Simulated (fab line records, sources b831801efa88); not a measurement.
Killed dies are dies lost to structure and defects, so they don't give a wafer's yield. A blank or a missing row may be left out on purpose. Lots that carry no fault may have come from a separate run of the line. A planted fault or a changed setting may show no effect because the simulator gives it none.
What tool caused it?	flow sky130	6 lots with 18 wafers sampled at 2 steps, on a route of 708 steps

## WHAT EACH GAUGE READ, for each wafer
SKY_VT_ADJUST_NCORE_TW_MEAS_11.
lot	measured	on	VT_ADJUST_NCORE_TW
L334	day 8 23:18	film metro-03	216.0 216.0 216.9
L336	day 9 18:36	film metro-01	219.5 220.0 219.2
L338	day 10 04:29	film metro-02	217.5 217.6 218.1
L340	day 10 18:11	film metro-02	217.3 216.3 217.2
L345	day 12 02:44	film metro-02	217.4 216.5 215.9
L348	day 13 00:44	film metro-03	205.9 204.7 206.2 204.6 205.7 205.3

## WHICH TOOL RAN EACH LOT (tool, then ch and the chambers of the sampled wafers, then the start)
lot	SKY_VT_ADJUST_NCORE_IMPLANT_09
L334	implanter-02 ch 0, day 8 23:04
L336	implanter-03 ch 0, day 9 18:23
L338	implanter-01 ch 0, day 10 04:14
L340	implanter-02 ch 0, day 10 17:56
L345	implanter-02 ch 0, day 12 02:30
L348	implanter-03 ch 0, day 13 00:31
- SKY_VT_ADJUST_NCORE_IMPLANT_09

## THE ANSWER, worked out from the rows above alone
Rule: what is usual is taken from the lots themselves. Put in order of their means at a reading, lots are off if they are a third of the lots or fewer, leave a main group of 4 or more, and stand apart from it by a gap of 3 or more times the standard deviation of the main group's means; of several such gaps the widest counts. Not used: any main group whose means are identical at the precision the tables above print for the reading. Also off: a lot with no number at a reading for which 4 or more lots have one. Where the step has rows for the other lots, those lots are counted as sound.
Off: L348, seen at SKY_VT_ADJUST_NCORE_TW_MEAS_11 (VT_ADJUST_NCORE_TW). For the main group the mean is 217.4 and the standard deviation 1.2.
A tool fits if, at a process step before that reading, it ran every lot that is off, and no sound lot after the first of them. Gauges at SKY_VT_ADJUST_NCORE_TW_MEAS_11: tried the same way as those tools. Undecided on this evidence; 2 tools fit (implanter-03 at SKY_VT_ADJUST_NCORE_IMPLANT_09, film metro-03 at SKY_VT_ADJUST_NCORE_TW_MEAS_11).

## WHAT HAD BEEN PUT IN BY THE SIMULATOR
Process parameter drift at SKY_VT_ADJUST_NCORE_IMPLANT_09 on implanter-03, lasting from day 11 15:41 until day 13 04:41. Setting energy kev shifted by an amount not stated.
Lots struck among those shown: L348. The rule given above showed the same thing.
